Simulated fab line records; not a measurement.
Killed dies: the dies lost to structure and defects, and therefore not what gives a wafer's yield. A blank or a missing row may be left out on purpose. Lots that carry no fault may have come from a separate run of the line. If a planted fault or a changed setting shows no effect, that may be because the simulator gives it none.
8D (eight disciplines) problem report, filled in by code    flow gf180mcu    the parts of the form that need people (team, actions taken, sign-off) are left out

1. THE PROBLEM
STI_CVD_03_THK at GF_STI_THK_MEAS_04 reads a mean of 159.0 nm on 3 wafers of 1 lot; wafers without a fault read 208.6 nm with a standard deviation of 1.8. That puts it -28 standard deviations away from the usual mean.
First seen on wafer L444.2, day 6 04:17, on film-metro-01. At this step, 33 wafers from 11 lots have a number in the record. The rule behind "out" and "out of limits": a value lying over 4 standard deviations away from the usual mean. The other wafers with a number count as sound.

2. WHAT THIS IS AND IS NOT
question                     is                      is not
which readings at this step  STI_CVD_03_THK          -
which lots                   L444                    L422, L423, L424, L425, L428, L431, L433, L434, L437, L445
which wafers of those lots   all that have a number  -
read on which gauges         film-metro-01           film-metro-02, film-metro-03
when                         from day 6 04:17        up to then (27 sound wafers); but 3 sound wafers of L445 came after

3. THE SUSPECTS, EACH WITH WHAT RULES IT OUT
Counting: a tool stays on the suspect list if, at a process step up to the reading, it processed all lots that are out and no sound lot following the first of them.
- the gauge at GF_STI_THK_MEAS_04 has been ruled out. All the wafers that are out were read on film-metro-01, but those of them that GF_STI_CVD_03 has rows for are out there too, on other tools.
- lpcvd-01 at GF_STI_CVD_03 (deposits Si3N4 from DCS/NH3, target thk 207.16 nm, time 3551 s): kept. It ran the lot that is out, L444 (day 6 02:18), and no sound lot after that; its last sound lot up to then is L434 (day 4 04:13). Its own spike-tc-bottom-C, spike-tc-centre-C, spike-tc-lower-C, spike-tc-top-C, spike-tc-upper-C, susceptor-temp-C readings are out on those wafers.
Remaining after the count: lpcvd-01 at GF_STI_CVD_03.

4. THE CAUSE (what the simulator had put in)
lpcvd-01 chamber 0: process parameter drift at GF_STI_CVD_03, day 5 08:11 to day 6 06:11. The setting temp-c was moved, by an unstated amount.
The count eliminated every tool but this one.

5. SEQUENCE OF EFFECTS, ordered by route
Rows list readings where the struck wafers' mean (over those with a number) sits beyond 3 standard deviations from the usual. Only readings whose record carries a usual standard deviation are examined. hours: median over the lots of the time between each lot's start at the first step of this table that gives one and its start at this step. sigmas: the change, counted in usual standard deviations.
hours  step                reading             usual       on struck wafers  change  sigmas
0      GF_STI_CVD_03       spike-tc-bottom-C   790.8 C     780.7             -10.1   -4.4
0      GF_STI_CVD_03       spike-tc-centre-C   771.3 C     754.9             -16.4   -9.7
0      GF_STI_CVD_03       spike-tc-lower-C    770.6 C     758.6             -12.0   -10
0      GF_STI_CVD_03       spike-tc-top-C      784 C       765               -19     -6.0
0      GF_STI_CVD_03       spike-tc-upper-C    770.2 C     755.8             -14.4   -12
0      GF_STI_CVD_03       susceptor-temp-C    770.0 C     756.6             -13.4   -39
2      GF_STI_THK_MEAS_04  STI_CVD_03_THK      208.6 nm    159.0             -49.6   -28
17     GF_STI_ETCH_13      oes-product-au      0.835 a.u.  0.726             -0.109  -18
17     GF_STI_ETCH_13      throttle-valve-pct  8.811 %     8.777             -0.034  -4.2
The process steps in it:
- GF_STI_CVD_03: deposits Si3N4 from DCS/NH3, target thk 207.16 nm, time 3551 s.
- GF_STI_ETCH_13: etches the open film in CHF3/O2, stops on Si, target depth 282.31 nm, time 112.9 s.
Later steps that measure or inspect, where all struck wafers having a row at the step show a number for every such reading and not one has moved that far: GF_V2_OVL_MEAS_15, GF_V3_CD_MEAS_14.

6. WHAT WOULD HAVE CAUGHT IT SOONER
In this record the first reading out of limits at a measuring or inspecting step was taken at day 6 04:17, 20 hours after the fault began at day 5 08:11.
At GF_STI_CVD_03, the tool's own readings (spike-tc-bottom-C, spike-tc-centre-C, spike-tc-lower-C, spike-tc-top-C, spike-tc-upper-C, susceptor-temp-C) were out on each struck wafer the step has a row for, so an alarm limit on them would have fired on the first such wafer.
By day 6 04:17, every lot that is out (1) had started GF_STI_CVD_03 on lpcvd-01. Holding the tool at that point would not have protected any of them.
